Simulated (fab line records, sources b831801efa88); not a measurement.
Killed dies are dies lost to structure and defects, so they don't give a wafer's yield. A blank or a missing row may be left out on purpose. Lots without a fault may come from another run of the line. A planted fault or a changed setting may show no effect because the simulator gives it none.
fab line records | flow sky130 | part 2 of 2: steps 44 to 44 of 44
record lots=6 wafers=18 last_day=50
route steps=708 shown DNWELL@41 PWDE@45 NWELL@56 PAD_OPEN@708
lots that met no fault: from a run of the same line without faults
start_h: hours from the record's first day to the start of the lot's first wafer shown | wait_h: hours since the lot's step before | " the same as in the row above | L1.1+2: a row that stands for several wafers | - no value, or no start given | * or withheld: withheld | < > ~ a bound
route shown NAME@n: a module of which the file shows steps, and the number in the route of the first | usual: mean/standard deviation of fault-free wafers | same: alike in all rows | chamber/n: place in a boat | sites: the reading at each site | _std_site: their standard deviation | _edge_site: outer sites' mean less inner sites' | radius_mm: how far each site lies from the wafer's centre | mask NAME#n: copy n | behind: the tool/chamber that last shaped the wafer | hold: why the lot was held/for how many hours/how that ended | device: the transistor (n, p or np) that didn't switch | end of line: the same wafers' tests at the end of the route | a step without rows: its recipe alone | killed: dies lost to structure and defects at the first sort, not the wafer's yield | map: a wafer's dies, x killed, . not, _ none there
set.NAME: the setting as run; set.NAME@STEP: as run at that earlier step | model.NAME: the simulator's own value behind a step, which no gauge read
lots at some steps of the route; a table a step, a row a wafer
services: from which hour (start_h, from the record's first day; less than 0 if before it) a tool's chamber was out of use, for how many hours, and why
## steps
# step SKY_PAD_OPEN_PROBE_99
# usual killed_at_M0_to_M3=43/7.1 killed_at_M4_up=3.2/1.9 killed_at_contacts=23/5.1 killed_at_front_end=15/4.5 killed_at_other=0.4/0.65 killed_dies=85/9.4 killed_open=47/6.8 killed_short=38/6.1
# same gross_dies=492 killed_at_back_side=0
# columns lot.wafer tool chamber start_h wait_h killed_at_M0_to_M3 killed_at_M4_up killed_at_contacts killed_at_front_end killed_at_other killed_dies killed_open killed_short model.etest.res_p_drift_20v.line_ohm_um model.etest.res_p_drift_20v.rs_ohm_sq model.etest.res_pwde_under_gate.rs_ohm_sq
L677.2 prober-01 - 1109.91 0.1 49 3 27 12 2 93 57 36 1.198e+04 9911 6104
L677.3 prober-01 - 1109.96 0.2 54 6 27 13 0 100 48 52 1.157e+04 9795 6174
L677.5 prober-01 - 1110.06 0.2 44 3 11 21 0 79 41 38 1.157e+04 9729 6116
L679.2 prober-01 - 1118.39 0.1 39 2 28 9 1 79 41 36 1.244e+04 1.041e+04 6223
L679.3 prober-01 - 1118.44 0.2 29 2 17 20 0 68 40 27 1.218e+04 1.04e+04 6235
L679.5 prober-01 - 1118.54 0.2 30 2 14 24 0 70 40 30 1.25e+04 1.06e+04 6229
L682.1 prober-02 - 1142.42 0.1 59 1 29 21 1 111 56 55 1.094e+04 9135 6134
L682.4 prober-02 - 1142.57 0.2 39 3 22 16 0 80 49 31 1.104e+04 9307 6073
L682.5 prober-02 - 1142.62 0.2 57 6 31 7 0 101 55 46 1.087e+04 9197 6134
L688.4 prober-01 - 1171.62 0.2 29 4 17 15 0 65 38 27 9807 8190 5189
L688.5 prober-01 - 1171.67 0.2 44 4 18 17 1 84 45 38 9371 7942 5197
L688.6 prober-01 - 1171.72 0.2 50 6 16 14 0 86 41 45 9310 7836 5200
L692.1 prober-02 - 1188.42 0.1 38 5 13 16 0 72 37 35 9422 7785 5162
L692.2 prober-02 - 1188.47 0.1 41 3 23 26 0 93 47 46 9537 7999 5228
L692.3 prober-02 - 1188.52 0.2 55 6 24 12 1 98 64 34 9428 7891 5207
L697.3 prober-02 - 1206.13 0.2 35 4 31 13 1 84 39 44 1.06e+04 8805 6189
L697.4 prober-02 - 1206.18 0.2 47 4 24 13 0 88 45 43 1.045e+04 8767 6170
L697.5 prober-02 - 1206.23 0.2 34 1 18 24 0 77 41 36 1.078e+04 8880 6165
# killed by level:class
L677.2 CONTACT:geometric_particle:open=12 VIA1:geometric_particle:open=12 VIA2:geometric_particle:open=11 VIA1:geometric_particle:short=7 POLY_GATE:geometric_particle:open=5 LI_CONTACT:geometric_particle:open=5 METAL1:geometric_particle:short=5 VIA3:geometric_particle:open=5
L677.3 VIA1:geometric_particle:open=10 CONTACT:geometric_particle:open=9 FIELD_ISO:geometric_particle:short=7 VIA1:geometric_particle:short=7 VIA3:geometric_particle:open=7 LI_CONTACT:geometric_particle:short=6 VIA2:geometric_particle:open=6 METAL1:geometric_particle:short=5
L677.5 VIA1:geometric_particle:open=12 POLY_GATE:geometric_particle:open=6 VIA3:geometric_particle:open=6 METAL2:geometric_particle:short=5 VIA2:geometric_particle:short=5 VIA2:geometric_particle:open=5 FIELD_ISO:geometric_particle:short=4 METAL1:geometric_particle:short=4
L679.2 VIA1:geometric_particle:open=8 LI_CONTACT:geometric_particle:open=7 CONTACT:geometric_particle:open=7 LOCAL_INTERCONNECT:geometric_particle:short=6 CONTACT:geometric_particle:short=5 VIA2:geometric_particle:open=5 VIA3:geometric_particle:open=5 METAL1:geometric_particle:short=4
L679.3 FIELD_ISO:geometric_particle:open=7 LI_CONTACT:geometric_particle:open=7 CONTACT:geometric_particle:open=7 VIA1:geometric_particle:open=7 FIELD_ISO:geometric_particle:short=4 POLY_GATE:geometric_particle:short=4 VIA2:geometric_particle:open=4 POLY_GATE:geometric_particle:open=3
L679.5 FIELD_ISO:geometric_particle:open=10 VIA3:geometric_particle:open=8 VIA1:geometric_particle:open=7 FIELD_ISO:geometric_particle:short=5 POLY_GATE:geometric_particle:short=5 CONTACT:geometric_particle:open=5 CONTACT:geometric_particle:short=5 VIA2:geometric_particle:open=5
L682.1 METAL1:geometric_particle:short=13 LI_CONTACT:geometric_particle:open=12 VIA2:geometric_particle:open=9 CONTACT:geometric_particle:open=8 VIA3:geometric_particle:open=8 VIA1:geometric_particle:open=7 METAL2:geometric_particle:short=7 FIELD_ISO:geometric_particle:short=6
L682.4 VIA1:geometric_particle:open=13 CONTACT:geometric_particle:open=7 LOCAL_INTERCONNECT:geometric_particle:short=6 VIA2:geometric_particle:open=6 CONTACT:geometric_particle:short=5 POLY_GATE:geometric_particle:short=5 FIELD_ISO:geometric_particle:open=4 LI_CONTACT:geometric_particle:open=4
L682.5 VIA1:geometric_particle:open=13 VIA3:geometric_particle:open=10 CONTACT:geometric_particle:short=8 CONTACT:geometric_particle:open=8 LI_CONTACT:geometric_particle:open=7 METAL1:geometric_particle:short=6 LOCAL_INTERCONNECT:geometric_particle:short=5 VIA2:geometric_particle:short=5
L688.4 LI_CONTACT:geometric_particle:open=5 CONTACT:geometric_particle:open=5 VIA3:geometric_particle:open=5 CONTACT:geometric_particle:short=4 VIA1:geometric_particle:open=4 VIA2:geometric_particle:open=4 FIELD_ISO:geometric_particle:short=3 FIELD_ISO:geometric_particle:open=3
L688.5 VIA1:geometric_particle:open=10 CONTACT:geometric_particle:open=7 VIA3:geometric_particle:open=7 FIELD_ISO:geometric_particle:open=5 CONTACT:geometric_particle:short=5 METAL1:geometric_particle:short=5 VIA2:geometric_particle:short=4 VIA3:geometric_particle:short=4
L688.6 VIA2:geometric_particle:open=8 VIA3:geometric_particle:open=8 VIA1:geometric_particle:open=7 VIA1:geometric_particle:short=6 VIA2:geometric_particle:short=6 FIELD_ISO:geometric_particle:short=5 METAL1:geometric_particle:short=5 METAL4:geometric_particle:short=5
L692.1 METAL1:geometric_particle:short=8 VIA2:geometric_particle:open=8 VIA1:geometric_particle:open=7 CONTACT:geometric_particle:short=6 FIELD_ISO:geometric_particle:open=5 METAL4:geometric_particle:short=5 CONTACT:geometric_particle:open=5 METAL2:geometric_particle:short=5
L692.2 FIELD_ISO:geometric_particle:short=10 METAL1:geometric_particle:short=8 VIA2:geometric_particle:open=8 CONTACT:geometric_particle:open=8 FIELD_ISO:geometric_particle:open=7 VIA1:geometric_particle:open=7 VIA1:geometric_particle:short=7 CONTACT:geometric_particle:short=6
L692.3 VIA1:geometric_particle:open=14 VIA3:geometric_particle:open=12 LI_CONTACT:geometric_particle:open=9 CONTACT:geometric_particle:open=9 VIA2:geometric_particle:open=9 METAL2:geometric_particle:short=6 POLY_GATE:geometric_particle:short=5 METAL3:geometric_particle:short=4
L697.3 CONTACT:geometric_particle:open=14 FIELD_ISO:geometric_particle:short=7 METAL1:geometric_particle:short=6 VIA1:geometric_particle:open=6 CONTACT:geometric_particle:short=5 VIA1:geometric_particle:short=5 FIELD_ISO:geometric_particle:open=4 LI_CONTACT:geometric_particle:short=4
L697.4 VIA1:geometric_particle:open=10 LI_CONTACT:geometric_particle:open=9 VIA3:geometric_particle:open=7 CONTACT:geometric_particle:open=6 METAL1:geometric_particle:short=6 VIA1:geometric_particle:short=6 METAL2:geometric_particle:short=6 CONTACT:geometric_particle:short=5
L697.5 FIELD_ISO:geometric_particle:short=10 VIA3:geometric_particle:open=7 FIELD_ISO:geometric_particle:open=6 LI_CONTACT:geometric_particle:open=6 CONTACT:geometric_particle:short=5 VIA1:geometric_particle:open=5 POLY_GATE:geometric_particle:open=4 CONTACT:geometric_particle:open=4
## services
# columns tool chamber start_h hours kind
implanter-02 - 61.81 3.1 repair
plasma_asher-03 - 77.65 14.6 pm
implanter-01 - 97.52 3.9 pm
plasma_asher-03 - 106.97 9.7 repair
implanter-01 - 107.96 13.4 repair
plasma_asher-02 - 108.75 9.0 pm
plasma_asher-02 0 108.75 9.0 vent_cycle
plasma_asher-02 1 108.75 9.0 vent_cycle
plasma_asher-02 0 117.75 - clean
plasma_asher-02 1 117.75 - clean
plasma_asher-02 - 130.40 1.4 repair
implanter-02 - 146.69 3.9 pm
implanter-03 - 163.73 21.4 pm
implanter-03 - 185.13 3.9 pm
rtp_anneal-01 - 185.67 6.1 pm
plasma_asher-02 - 193.60 2.8 repair
rtp_anneal-02 - 225.37 4.7 pm
implanter-03 - 240.00 0.5 repair
## key
first_sign step=SKY_PWDE_IMPLANT_08 reading=end_station_pressure_torr direction=up sigmas=99+ usual=5.02e-06 struck=9.38e-05
effect step=SKY_PWDE_IMPLANT_08 reading=beam_on_s direction=up sigmas=9.3 usual=10.01 struck=11.92
effect step=SKY_PWDE_TW_MEAS_10 reading=PWDE_TW direction=up sigmas=9.8 usual=376.3 struck=399.9
effect step=SKY_NWELL_RS_MEAS_31 reading=PWDE_RS direction=down sigmas=41 usual=5274 struck=4529
model_effect step=SKY_PAD_OPEN_PROBE_99 value=etest.res_p_drift_20v.line_ohm_um without=1.124e+04 struck=9479
met_at SKY_PWDE_IMPLANT_08
struck_wafers L688.4,L688.5,L688.6,L692.1,L692.2,L692.3
tester_left_out L688,L692
onset_between 88.73 147.67
fault kind=process_parameter_drift tool=implanter-01 chamber=- onset_h=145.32 steps=SKY_PWDE_IMPLANT_08 channel=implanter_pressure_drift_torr offset=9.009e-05 shape=step end_h=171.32
fault kind=process_parameter_drift tool=implanter-01 chamber=- onset_h=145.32 steps=SKY_PWDE_IMPLANT_08 channel=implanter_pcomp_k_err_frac offset=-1 shape=step end_h=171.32
# tester_left_out: of these lots the tester's yield and bins aren't shown, on N5 and GAA mostly nor the transistor test; their killed dies are dies lost to structure and defects alone, not to doping, threshold or leakage, so they don't give the yield
